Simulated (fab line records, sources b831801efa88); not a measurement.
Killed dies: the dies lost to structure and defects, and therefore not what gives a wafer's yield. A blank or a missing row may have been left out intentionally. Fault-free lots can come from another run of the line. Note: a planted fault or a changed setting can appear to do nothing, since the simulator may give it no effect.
fab line records    flow gf180mcu
record: lots: 5  wafers: 15  lastDay: 33
route steps=602 shown V5@558 TOP_METAL@567
lots with no fault: from the same line, run without faults
startH: hours from the record's first day to the start of the lot's first wafer shown    waitH: how many hours have passed since the lot's step before this one    " as in the row above    L1.1+2: several wafers, shown together as one row    - value missing, or start not given    * or withheld: withheld    < > ~ a bound
route shown NAME@n: a module of which the file shows steps, and the number in the route of the first    usual: average and standard deviation across the fault-free wafers    same: alike in all rows    chamber/n: place in a boat    sites: the reading at each site    _std_site: the values' standard deviation    _edge_site: the outer-site mean with the inner-site mean subtracted    radiusMm: for every site, how far away it sits from the centre of the wafer    mask NAME#n: copy n    behind: the last tool/chamber to shape the wafer    hold: the reason the lot was held/the length of the hold in hours/how it ended    device: the n, p or np transistor that did not switch    end of line: tests of these same wafers at the route's end    step lacking rows: just its recipe    killed: dies lost to structure and defects at the first sort, not the wafer's yield    map: shows each die of a wafer: x if killed, . if not, _ if none is there
set.NAME: the setting the step ran with; set.NAME@STEP: the setting that earlier step ran with    model.NAME: the simulator's own value behind a step, which no gauge read
lots at selected steps of the route; one table per step, one row per wafer
services: when a tool's chamber went out of use (startH, in hours from the record's first day, below 0 if earlier), for how many hours, and the reason
== steps ==
step: GF_V5_STRIP_18
recipe: chemistry: O2/N2  powerW: 1400  pressureMtorr: 1500  platenTempC: 250  o2FlowSccm: 3000  n2FlowSccm: 300  overashFraction: 0.5
usual: drypumpMotorCurrentA: 5.56/0.29  heaterPowerW: 327/11  oesProductAu: 0.568/0.0043  platenTempC: 250.01/0.17
lot.wafer  tool            chamber  startH  waitH  drypumpMotorCurrentA  heaterPowerW  oesProductAu  platenTempC  rfHoursCounterH
L074.1     plasmaAsher-03  0        629.86  -      5.41                  333           0.566         249.94       84
L074.2     "               1        "       "      6.22                  333           0.569         249.87       84
L074.4     "               1        "       "      6.23                  322           0.569         250.01       -
L076.3     plasmaAsher-03  1        649.04  -      6.21                  335           0.569         250.13       -
L076.4     "               0        "       "      5.42                  329           0.570         249.87       -
L076.5     "               1        "       "      6.22                  334           0.570         249.95       -
L078.1     plasmaAsher-04  1        661.86  -      5.58                  336           0.581         250.05       59
L078.3     "               0        "       "      5.20                  327           0.565         250.04       -
L078.4     "               1        "       "      5.58                  338           0.573         250.10       -
L079.2     plasmaAsher-02  0        671.46  -      5.55                  316           0.560         249.87       23
L079.3     "               0        "       "      5.54                  318           0.563         249.92       -
L079.4     "               1        "       "      5.82                  306           0.567         249.84       -
L093.2     plasmaAsher-04  1        759.01  -      5.59                  331           0.564         249.60       70
L093.5     "               1        "       "      5.60                  339           0.568         249.56       -
L093.6     "               0        "       "      5.20                  326           0.575         249.96       -
step: GF_V5_STRIP_19
recipe: chemistry: postEtchResidueRemover  timeS: 1200  tempC: 72.5
lot.wafer   tool         chamber  startH  waitH
L074.1+2+4  wetBench-02  0        629.96  0.1
L076.3+4+5  wetBench-04  0        649.11  0.0
L078.1+3+4  wetBench-02  3        661.96  0.1
L079.2+3+4  wetBench-02  2        671.56  0.1
L093.2+5+6  wetBench-04  3        759.11  0.1
step: GF_V5_CLEAN_20
recipe: chemistry: DIW  dry: n2Spin
lot.wafer   tool         chamber  startH  waitH
L074.1+2+4  wetBench-04  1        630.30  0.0
L076.3+4+5  wetBench-02  3        649.45  0.0
L078.1+3+4  wetBench-01  2        662.34  0.0
L079.2+3+4  wetBench-01  0        671.91  0.0
L093.2+5+6  wetBench-04  0        759.48  0.0
step: GF_V5_SPUTTER_21
recipe: material: Ti  targetThkNm: 15  chamberPressurePa: 5  powerW: 2500  substrateTempC: 200  timeS: 80.02
usual: throttleValvePct: 29.7/0.67
lot.wafer  tool           chamber  startH  waitH  throttleValvePct
L074.1     pvdSputter-01  -        630.39  0.0    29.5
L074.2     "              -        "       "      28.9
L074.4     "              -        "       "      29.0
L076.3     pvdSputter-01  -        649.54  0.0    29.1
L076.4     "              -        "       "      30.8
L076.5     "              -        "       "      29.1
L078.1     pvdSputter-03  -        662.44  0.0    30.9
L078.3     "              -        "       "      29.5
L078.4     "              -        "       "      30.2
L079.2     pvdSputter-04  -        672.00  0.0    28.8
L079.3     "              -        "       "      30.2
L079.4     "              -        "       "      28.9
L093.2     pvdSputter-04  -        759.58  0.0    30.1
L093.5     "              -        "       "      28.8
L093.6     "              -        "       "      30.0
step: GF_V5_SPUTTER_22
recipe: material: TiN  targetThkNm: 10  chamberPressurePa: 5  powerW: 4000  timeS: 40
usual: throttleValvePct: 29.7/0.64
lot.wafer  tool           chamber  startH  waitH  throttleValvePct
L074.1     pvdSputter-01  -        630.45  0.0    29.7
L074.2     "              -        "       "      29.2
L074.4     "              -        "       "      29.2
L076.3     pvdSputter-01  -        649.60  0.0    29.1
L076.4     "              -        "       "      30.7
L076.5     "              -        "       "      28.8
L078.1     pvdSputter-03  -        662.50  0.0    30.8
L078.3     "              -        "       "      29.4
L078.4     "              -        "       "      30.0
L079.2     pvdSputter-04  -        672.06  0.0    28.8
L079.3     "              -        "       "      30.1
L079.4     "              -        "       "      29.4
L093.2     pvdSputter-04  -        759.64  0.0    30.3
L093.5     "              -        "       "      28.8
L093.6     "              -        "       "      30.1
step: GF_V5_CVD_23
recipe: material: W  targetThkNm: 350  timeS: 104.9  tempC: 400  pressureTorr: 40
usual: heaterPowerW: 880/130
lot.wafer  tool     chamber  startH  waitH  heaterPowerW
L074.1     cvdW-02  1        630.49  0.0    690
L074.2     "        0        "       "      1001
L074.4     "        1        "       "      689
L076.3     cvdW-01  1        649.68  0.1    1002
L076.4     "        0        "       "      844
L076.5     "        1        "       "      1006
L078.1     cvdW-01  0        662.54  0.0    833
L078.3     "        1        "       "      1007
L078.4     "        0        "       "      844
L079.2     cvdW-01  1        672.10  0.0    995
L079.3     "        0        "       "      841
L079.4     "        1        "       "      992
L093.2     cvdW-01  0        759.68  0.0    840
L093.5     "        1        "       "      1016
L093.6     "        0        "       "      839
step: GF_V5_RS_MEAS_24
recipe: thkMeasGauge: four-point-probe  reads: W_of_V5_CVD_23+TiN_of_V5_SPUTTER_22+Ti_of_V5_SPUTTER_21
usual: V5_W_RS: 0.3293/0.0027
lot.wafer  tool          chamber  startH  waitH  V5_W_RS[ohm/sq]
L074.1     filmMetro-01  -        630.60  0.1    0.3314
L074.2     "             -        "       "      0.3277
L074.4     "             -        "       "      0.3316
L076.3     filmMetro-01  -        649.79  0.1    0.3306
L076.4     "             -        "       "      0.3288
L076.5     "             -        "       "      0.3332
L078.1     filmMetro-04  -        662.65  0.1    0.3298
L078.3     "             -        "       "      0.3306
L078.4     "             -        "       "      0.3267
L079.2     filmMetro-04  -        672.23  0.1    0.3270
L079.3     "             -        "       "      0.3292
L079.4     "             -        "       "      0.3288
L093.2     filmMetro-02  -        759.81  0.1    0.3332
L093.5     "             -        "       "      0.3281
L093.6     "             -        "       "      0.3312
step: GF_V5_THK_MEAS_25
recipe: thkMeasGauge: xrf  reads: W_of_V5_CVD_23
usual: V5_W_THK: 343/4.3
lot.wafer  tool          chamber  startH  waitH  V5_W_THK[nm]
L074.1     filmMetro-01  -        630.72  0.1    337
L074.2     "             -        "       "      341
L074.4     "             -        "       "      340
L076.3     filmMetro-01  -        649.89  0.1    340
L076.4     "             -        "       "      340
L076.5     "             -        "       "      337
L078.1     filmMetro-04  -        662.77  0.1    340
L078.3     "             -        "       "      339
L078.4     "             -        "       "      343
L079.2     filmMetro-04  -        672.34  0.1    349
L079.3     "             -        "       "      344
L079.4     "             -        "       "      343
L093.2     filmMetro-02  -        759.92  0.1    343
L093.5     "             -        "       "      348
L093.6     "             -        "       "      343
step: GF_V5_CMP_26
recipe: stopOn: SiO2  downForcePsi: 3.5  platenRpm: 60  tOverpolishS: 15  targetThkNm: 0  padVelocityMS: 0.94248
usual: headPressurePsi: 3.500/0.0064  motorCurrentA: 11.2/1.3  overpolishRunS: 15.000/0.0085  timeToEndpointS: 83/3.1
lot.wafer  tool    chamber  startH  waitH  headPressurePsi  motorCurrentA  overpolishRunS  timeToEndpointS
L074.2     cmp-01  3        630.78  0.0    3.505            13.2           14.986          80
L074.1     "       0        "       "      3.501            10.0           15.005          83
L074.4     "       2        "       "      3.498            10.1           14.993          83
L076.3     cmp-01  0        650.93  1.0    3.506            10.6           14.996          83
L076.4     "       3        "       "      3.499            12.5           15.000          81
L076.5     "       1        "       "      3.507            10.6           15.017          82
L078.1     cmp-01  2        662.83  0.1    3.499            10.3           15.011          82
L078.3     "       0        "       "      3.502            10.5           14.990          85
L078.4     "       1        "       "      3.501            10.4           14.995          83
L079.4     cmp-02  2        672.44  0.1    3.502            10.7           15.000          86
L079.2     "       3        "       "      3.501            10.7           15.014          78
L079.3     "       0        "       "      3.503            13.6           15.013          87
L093.2     cmp-02  3        760.07  0.1    3.500            10.4           14.988          78
L093.6     "       1        "       "      3.497            10.3           14.999          83
L093.5     "       2        "       "      3.509            11.9           15.015          87
step: GF_TOP_METAL_SPUTTER_00
recipe: material: Ti  targetThkNm: 37.5  arrivingIonEnergyEv: 80  substrateTempC: 200  chamberPressurePa: 2  powerW: 4000  timeS: 150
usual: throttleValvePct: 30.1/1
lot.wafer  tool           chamber  startH  waitH  throttleValvePct
L074.1     pvdSputter-03  -        631.08  0.2    30.7
L074.2     "              -        "       "      30.0
L074.4     "              -        "       "      29.4
L076.3     pvdSputter-02  -        651.23  0.2    29.0
L076.4     "              -        "       "      28.8
L076.5     "              -        "       "      30.4
L078.1     pvdSputter-01  -        663.13  0.2    29.3
L078.3     "              -        "       "      29.1
L078.4     "              -        "       "      29.7
L079.2     pvdSputter-02  -        672.69  0.1    30.7
L079.3     "              -        "       "      31.5
L079.4     "              -        "       "      28.7
L093.2     pvdSputter-02  -        760.27  0.1    30.5
L093.5     "              -        "       "      28.9
L093.6     "              -        "       "      31.9
step: GF_TOP_METAL_SPUTTER_01
recipe: material: TiN  targetThkNm: 30  powerW: 6500  timeS: 25  chamberPressurePa: 0.4
usual: throttleValvePct: 30.1/1
lot.wafer  tool           chamber  startH  waitH  throttleValvePct
L074.1     pvdSputter-03  -        631.18  0.1    30.8
L074.2     "              -        "       "      30.1
L074.4     "              -        "       "      29.5
L076.3     pvdSputter-02  -        651.33  0.1    28.7
L076.4     "              -        "       "      28.8
L076.5     "              -        "       "      30.3
L078.1     pvdSputter-01  -        663.23  0.1    29.0
L078.3     "              -        "       "      29.3
L078.4     "              -        "       "      29.6
L079.2     pvdSputter-02  -        672.79  0.1    30.6
L079.3     "              -        "       "      31.7
L079.4     "              -        "       "      29.0
L093.2     pvdSputter-02  -        760.37  0.1    30.7
L093.5     "              -        "       "      28.7
L093.6     "              -        "       "      31.8
step: GF_TOP_METAL_SPUTTER_02
recipe: material: AlCu  targetThkNm: 900  powerW: 10600  chamberPressurePa: 0.3  substrateTempC: 250  gas: Ar  timeS: 47.82
usual: throttleValvePct: 30.1/1
lot.wafer  tool           chamber  startH  waitH  throttleValvePct
L074.1     pvdSputter-03  -        631.21  0.0    31.0
L074.2     "              -        "       "      30.0
L074.4     "              -        "       "      29.6
L076.3     pvdSputter-02  -        651.36  0.0    28.7
L076.4     "              -        "       "      29.0
L076.5     "              -        "       "      30.7
L078.1     pvdSputter-01  -        663.26  0.0    29.0
L078.3     "              -        "       "      29.5
L078.4     "              -        "       "      29.6
L079.2     pvdSputter-02  -        672.82  0.0    30.5
L079.3     "              -        "       "      31.4
L079.4     "              -        "       "      28.6
L093.2     pvdSputter-02  -        760.41  0.0    30.5
L093.5     "              -        "       "      28.9
L093.6     "              -        "       "      31.7
step: GF_TOP_METAL_SPUTTER_03
recipe: material: Ti  targetThkNm: 5  substrateTempC: 300  chamberPressurePa: 0.3  powerW: 3000  timeS: 3.3
usual: throttleValvePct: 30.1/1
lot.wafer  tool           chamber  startH  waitH  throttleValvePct
L074.1     pvdSputter-03  -        631.26  0.0    30.9
L074.2     "              -        "       "      30.2
L074.4     "              -        "       "      29.6
L076.3     pvdSputter-02  -        651.40  0.0    28.9
L076.4     "              -        "       "      29.0
L076.5     "              -        "       "      30.6
L078.1     pvdSputter-01  -        663.30  0.0    29.3
L078.3     "              -        "       "      29.0
L078.4     "              -        "       "      29.5
L079.2     pvdSputter-02  -        672.86  0.0    30.2
L079.3     "              -        "       "      31.8
L079.4     "              -        "       "      29.0
L093.2     pvdSputter-02  -        760.45  0.0    30.4
L093.5     "              -        "       "      28.9
L093.6     "              -        "       "      31.5
step: GF_TOP_METAL_SPUTTER_04
recipe: material: TiN  targetThkNm: 25  powerW: 6500  timeS: 20.8  chamberPressurePa: 0.4
usual: throttleValvePct: 30.1/1
lot.wafer  tool           chamber  startH  waitH  throttleValvePct
L074.1     pvdSputter-03  -        631.28  0.0    30.9
L074.2     "              -        "       "      30.0
L074.4     "              -        "       "      29.4
L076.3     pvdSputter-02  -        651.42  0.0    29.0
L076.4     "              -        "       "      28.9
L076.5     "              -        "       "      30.3
L078.1     pvdSputter-01  -        663.32  0.0    29.2
L078.3     "              -        "       "      29.3
L078.4     "              -        "       "      29.9
L079.2     pvdSputter-02  -        672.88  0.0    30.4
L079.3     "              -        "       "      31.7
L079.4     "              -        "       "      28.8
L093.2     pvdSputter-02  -        760.47  0.0    30.5
L093.5     "              -        "       "      28.8
L093.6     "              -        "       "      31.8
step: GF_TOP_METAL_RS_MEAS_05
recipe: thkMeasGauge: four-point-probe  reads: TiN_of_TOP_METAL_SPUTTER_04+Ti_of_TOP_METAL_SPUTTER_03+AlCu_of_TOP_METAL_SPUTTER_02+TiN_of_TOP_METAL_SPUTTER_01+Ti_of_TOP_METAL_SPUTTER_00
usual: TOP_METAL_ALCU_RS: 0.0328/0.00037
lot.wafer  tool          chamber  startH  waitH  TOP_METAL_ALCU_RS[ohm/sq]
L074.1     filmMetro-03  -        631.30  0.0    0.0328
L074.2     "             -        "       "      0.0327
L074.4     "             -        "       "      0.0329
L076.3     filmMetro-01  -        651.49  0.1    0.0332
L076.4     "             -        "       "      0.0335
L076.5     "             -        "       "      0.0329
L078.1     filmMetro-01  -        663.35  0.0    0.0328
L078.3     "             -        "       "      0.0326
L078.4     "             -        "       "      0.0332
L079.2     filmMetro-01  -        672.93  0.0    0.0325
L079.3     "             -        "       "      0.0325
L079.4     "             -        "       "      0.0327
L093.2     filmMetro-03  -        760.52  0.0    0.0329
L093.5     "             -        "       "      0.0327
L093.6     "             -        "       "      0.0323
step: GF_TOP_METAL_THK_MEAS_06
recipe: thkMeasGauge: xrf  reads: AlCu_of_TOP_METAL_SPUTTER_02
usual: TOP_METAL_ALCU_THK: 891/10
lot.wafer  tool          chamber  startH  waitH  TOP_METAL_ALCU_THK[nm]
L074.1     filmMetro-03  -        631.42  0.1    899
L074.2     "             -        "       "      892
L074.4     "             -        "       "      882
L076.3     filmMetro-01  -        651.59  0.1    881
L076.4     "             -        "       "      879
L076.5     "             -        "       "      893
L078.1     filmMetro-01  -        663.47  0.1    886
L078.3     "             -        "       "      903
L078.4     "             -        "       "      890
L079.2     filmMetro-01  -        673.04  0.1    902
L079.3     "             -        "       "      902
L079.4     "             -        "       "      895
L093.2     filmMetro-03  -        760.63  0.1    880
L093.5     "             -        "       "      885
L093.6     "             -        "       "      901
step: GF_TOP_METAL_DEHYDRATE_07
recipe: tempC: 200  timeS: 60
lot.wafer   tool           chamber  startH  waitH
L074.1+2+4  lithoTrack-02  0        640.70  9.3
L076.3+4+5  lithoTrack-04  0        659.91  8.3
L078.1+3+4  lithoTrack-01  0        672.75  9.3
L079.2+3+4  lithoTrack-02  0        681.63  8.6
L093.2+5+6  lithoTrack-04  0        768.03  7.4
step: GF_TOP_METAL_HMDS_08
recipe: primeTimeS: 60  primeTempC: 120
usual: primeTempC: 120.01/0.12
lot.wafer  tool           chamber  startH  waitH  primeTempC
L074.1     lithoTrack-02  0        640.85  0.1    120.07
L074.2     "              0        "       "      119.84
L074.4     "              0        "       "      120.01
L076.3     lithoTrack-04  0        660.06  0.1    119.98
L076.4     "              0        "       "      119.75
L076.5     "              0        "       "      119.70
L078.1     lithoTrack-01  0        672.90  0.1    119.93
L078.3     "              0        "       "      120.03
L078.4     "              0        "       "      120.14
L079.2     lithoTrack-02  0        681.78  0.1    120.00
L079.3     "              0        "       "      119.73
L079.4     "              0        "       "      119.89
L093.2     lithoTrack-04  0        768.18  0.1    120.06
L093.5     "              0        "       "      120.20
L093.6     "              0        "       "      120.08
step: GF_TOP_METAL_COAT_09
recipe: resist: NOVOLAK  spinRpm: 3000  resistThkNm: 1500
lot.wafer   tool           chamber  startH  waitH
L074.1+2+4  lithoTrack-02  0        641.00  0.1
L076.3+4+5  lithoTrack-04  0        660.21  0.1
L078.1+3+4  lithoTrack-01  0        673.05  0.1
L079.2+3+4  lithoTrack-02  0        681.93  0.1
L093.2+5+6  lithoTrack-04  0        768.33  0.1
step: GF_TOP_METAL_SOFTBAKE_10
recipe: tempC: 90  timeS: 60  resist: NOVOLAK
lot.wafer   tool           chamber  startH  waitH
L074.1+2+4  lithoTrack-02  0        641.15  0.1
L076.3+4+5  lithoTrack-04  0        660.36  0.1
L078.1+3+4  lithoTrack-01  0        673.20  0.1
L079.2+3+4  lithoTrack-02  0        682.08  0.1
L093.2+5+6  lithoTrack-04  0        768.48  0.1
step: GF_TOP_METAL_EXPOSE_11
recipe: maskId: MetalTop  targetCdNm: 440  na: 0.6  sourceShape: conventional  sigmaOuter: 0.6  doseMj: 170
usual: exposureDoseMJCm2: 170.00/0.18
lot.wafer  tool             chamber  startH  waitH  mask        exposureDoseMJCm2
L074.1     ilineStepper-01  0        -       -      MetalTop#0  170.01
L074.2     "                0        "       "      MetalTop#0  170.21
L074.4     "                0        "       "      MetalTop#0  170.06
L076.3     ilineStepper-02  0        -       -      MetalTop#0  169.77
L076.4     "                0        "       "      MetalTop#0  169.93
L076.5     "                0        "       "      MetalTop#0  169.82
L078.1     ilineStepper-02  0        -       -      MetalTop#0  170.17
L078.3     "                0        "       "      MetalTop#0  170.03
L078.4     "                0        "       "      MetalTop#0  169.99
L079.2     ilineStepper-01  0        -       -      MetalTop#0  169.96
L079.3     "                0        "       "      MetalTop#0  170.05
L079.4     "                0        "       "      MetalTop#0  170.14
L093.2     ilineStepper-01  0        -       -      MetalTop#0  169.87
L093.5     "                0        "       "      MetalTop#0  169.51
L093.6     "                0        "       "      MetalTop#0  169.93
step: GF_TOP_METAL_PEB_12
recipe: tempC: withheld  timeS: *  resist: NOVOLAK
lot.wafer   tool           chamber  startH  waitH
L074.1+2+4  lithoTrack-02  0        -       -
L076.3+4+5  lithoTrack-02  0        -       -
L078.1+3+4  lithoTrack-02  0        -       -
L079.2+3+4  lithoTrack-01  0        -       -
L093.2+5+6  lithoTrack-02  0        -       -
step: GF_TOP_METAL_DEVELOP_13
recipe: developTimeS: 60  devTempC: 23
lot.wafer   tool           chamber  startH  waitH
L074.1+2+4  lithoTrack-02  0        651.35  0.1
L076.3+4+5  lithoTrack-02  0        669.95  0.1
L078.1+3+4  lithoTrack-02  0        682.35  0.1
L079.2+3+4  lithoTrack-01  0        691.93  0.1
L093.2+5+6  lithoTrack-02  0        775.73  0.1
step: GF_TOP_METAL_CD_MEAS_14
recipe: targetCdNm: 440
usual: cdNm: 439.9/2.7
lot.wafer  tool      chamber  startH  waitH  cdNm
L074.1     cdSem-01  -        651.50  0.1    446.3
L074.2     "         -        "       "      446.5
L074.4     "         -        "       "      442.5
L076.3     cdSem-01  -        670.09  0.1    442.4
L076.4     "         -        "       "      439.0
L076.5     "         -        "       "      441.8
L078.1     cdSem-02  -        682.50  0.1    441.6
L078.3     "         -        "       "      440.7
L078.4     "         -        "       "      442.5
L079.2     cdSem-01  -        692.07  0.1    439.6
L079.3     "         -        "       "      438.6
L079.4     "         -        "       "      440.0
L093.2     cdSem-02  -        775.87  0.1    434.8
L093.5     "         -        "       "      433.5
L093.6     "         -        "       "      432.8
step: GF_TOP_METAL_OVL_MEAS_15
usual: TOP_METAL_OVL: -0.3/1.4
lot.wafer  tool        chamber  startH  waitH  TOP_METAL_OVL[nm]
L074.1     overlay-01  -        651.62  0.1    -2.3
L074.2     "           -        "       "      0.5
L074.4     "           -        "       "      1.5
L076.3     overlay-01  -        670.19  0.1    -2.3
L076.4     "           -        "       "      -1.1
L076.5     "           -        "       "      -0.3
L078.1     overlay-02  -        682.62  0.1    0.3
L078.3     "           -        "       "      0.1
L078.4     "           -        "       "      -0.1
L079.2     overlay-02  -        692.18  0.1    -1.5
L079.3     "           -        "       "      -1.3
L079.4     "           -        "       "      -1.6
L093.2     overlay-01  -        775.98  0.1    -0.2
L093.5     "           -        "       "      -0.8
L093.6     "           -        "       "      -1.0
step: GF_TOP_METAL_METAL_ETCH_16
recipe: chemistry: Cl2/BCl3  maskMaterial: NOVOLAK  targetDepthNm: 1077.5  stopOn: SiO2  pressureMtorr: 8  icpW: 800  biasW: 140  Cl2_flow_sccm: 80  bcl3FlowSccm: 40  timeS: 179.6
usual: drypumpMotorCurrentA: 5.6/0.6  oesProductAu: 0.964/0.0074  throttleValvePct: 28.259/0.01
lot.wafer  tool         chamber  startH  waitH  drypumpMotorCurrentA  oesProductAu  rfHoursCounterH  throttleValvePct
L074.1     rieMetal-02  0        651.66  0.0    5.3                   0.967         2                28.254
L074.2     "            1        "       "      5.0                   0.968         1                28.265
L074.4     "            0        "       "      5.4                   0.966         -                28.250
L076.3     rieMetal-01  0        670.27  0.1    6.4                   0.959         -                28.258
L076.4     "            1        "       "      6.5                   0.963         -                28.262
L076.5     "            1        "       "      6.4                   0.965         -                28.254
L078.1     rieMetal-02  0        682.66  0.0    5.3                   0.968         3                28.261
L078.3     "            0        "       "      5.3                   0.961         -                28.245
L078.4     "            1        "       "      4.9                   0.953         -                28.252
L079.2     rieMetal-01  1        692.21  0.0    6.4                   0.971         4                28.240
L079.3     "            0        "       "      6.4                   0.979         -                28.260
L079.4     "            1        "       "      6.4                   0.964         -                28.255
L093.2     rieMetal-02  1        776.01  0.0    5.0                   0.964         6                28.256
L093.5     "            0        "       "      5.3                   0.958         -                28.258
L093.6     "            1        "       "      5.0                   0.983         -                28.268
step: GF_TOP_METAL_STRIP_17
recipe: chemistry: O2/N2  powerW: 1400  pressureMtorr: 1500  platenTempC: 250  o2FlowSccm: 3000  n2FlowSccm: 300  overashFraction: 0.5
usual: drypumpMotorCurrentA: 5.48/0.21  heaterPowerW: 326/11  oesProductAu: 0.710/0.0045  platenTempC: 249.97/0.18  stripTimeToEndpointS: 13.48/0.087
lot.wafer  tool            chamber  startH  waitH  drypumpMotorCurrentA  heaterPowerW  oesProductAu  platenTempC  rfHoursCounterH  stripTimeToEndpointS
L074.1     plasmaAsher-01  0        651.84  0.1    5.53                  312           0.710         249.73       107              13.53
L074.2     "               1        "       "      5.31                  340           0.713         249.78       107              13.53
L074.4     "               1        "       "      5.30                  321           0.710         249.75       -                13.49
L076.3     plasmaAsher-02  1        670.42  0.1    5.83                  308           0.710         249.93       -                13.52
L076.4     "               0        "       "      5.56                  317           0.713         250.05       -                13.43
L076.5     "               0        "       "      5.56                  315           0.711         250.19       -                13.42
L078.1     plasmaAsher-04  1        682.84  0.1    5.59                  333           0.716         249.81       62               13.53
L078.3     "               1        "       "      5.60                  331           0.711         249.95       -                13.51
L078.4     "               0        "       "      5.20                  332           0.713         249.82       -                13.55
L079.2     plasmaAsher-04  1        692.38  0.1    5.59                  335           0.710         249.87       63               13.42
L079.3     "               0        "       "      5.23                  332           0.708         249.98       -                13.51
L079.4     "               1        "       "      5.57                  331           0.716         249.85       -                13.40
L093.2     plasmaAsher-02  1        776.18  0.1    5.84                  302           0.717         250.17       34               13.43
L093.5     "               1        "       "      5.84                  310           0.706         250.13       -                13.57
L093.6     "               0        "       "      5.53                  325           0.715         250.06       -                13.38
step: GF_TOP_METAL_STRIP_18
recipe: chemistry: postEtchResidueRemover  timeS: 1200  tempC: 72.5
lot.wafer   tool         chamber  startH  waitH
L074.1+2+4  wetBench-04  0        651.94  0.1
L076.3+4+5  wetBench-03  3        670.49  0.0
L078.1+3+4  wetBench-03  2        682.94  0.1
L079.2+3+4  wetBench-02  0        692.48  0.1
L093.2+5+6  wetBench-04  0        776.28  0.1
step: GF_TOP_METAL_CLEAN_19
recipe: chemistry: DIW  dry: n2Spin
lot.wafer   tool         chamber  startH  waitH
L074.1+2+4  wetBench-02  2        652.28  0.0
L076.3+4+5  wetBench-04  1        670.83  0.0
L078.1+3+4  wetBench-02  1        683.31  0.0
L079.2+3+4  wetBench-03  2        692.82  0.0
L093.2+5+6  wetBench-03  2        776.66  0.0
== services ==
tool             chamber  startH  hours  kind
rieMetal-02      -        617.00  14.6   pm
wetBench-01      -        617.11  4.3    repair
ilineStepper-02  -        617.56  0.8    repair
rieMetal-01      0        618.27  8.9    repair
pvdSputter-02    3        640.70  -      consumableReplace:kit
pvdSputter-02    3        640.70  18.0   scheduledDown
pvdSputter-02    3        640.70  18.0   ventCycle
cmp-01           -        647.93  2.7    pm
cmp-02           -        649.32  9.6    repair
pvdSputter-01    -        650.81  1.4    repair
plasmaAsher-03   -        680.74  9.8    repair
plasmaAsher-03   -        708.78  1.3    repair
pvdSputter-03    -        713.18  1.3    repair
cmp-01           -        718.99  4.0    repair
cvdW-01          -        723.76  2.8    pm
cmp-01           -        730.80  1.4    repair
plasmaAsher-02   -        731.28  2.4    repair
plasmaAsher-01   -        733.75  9.0    pm
cvdW-01          -        737.17  0.9    repair
cmp-02           -        744.29  4.0    pm
ilineStepper-01  -        759.41  3.8    repair
cvdW-01          0        760.96  4.2    repair
cmp-02           -        762.45  16.9   pm
ilineStepper-01  -        762.89  2.5    repair
== key ==
fault none
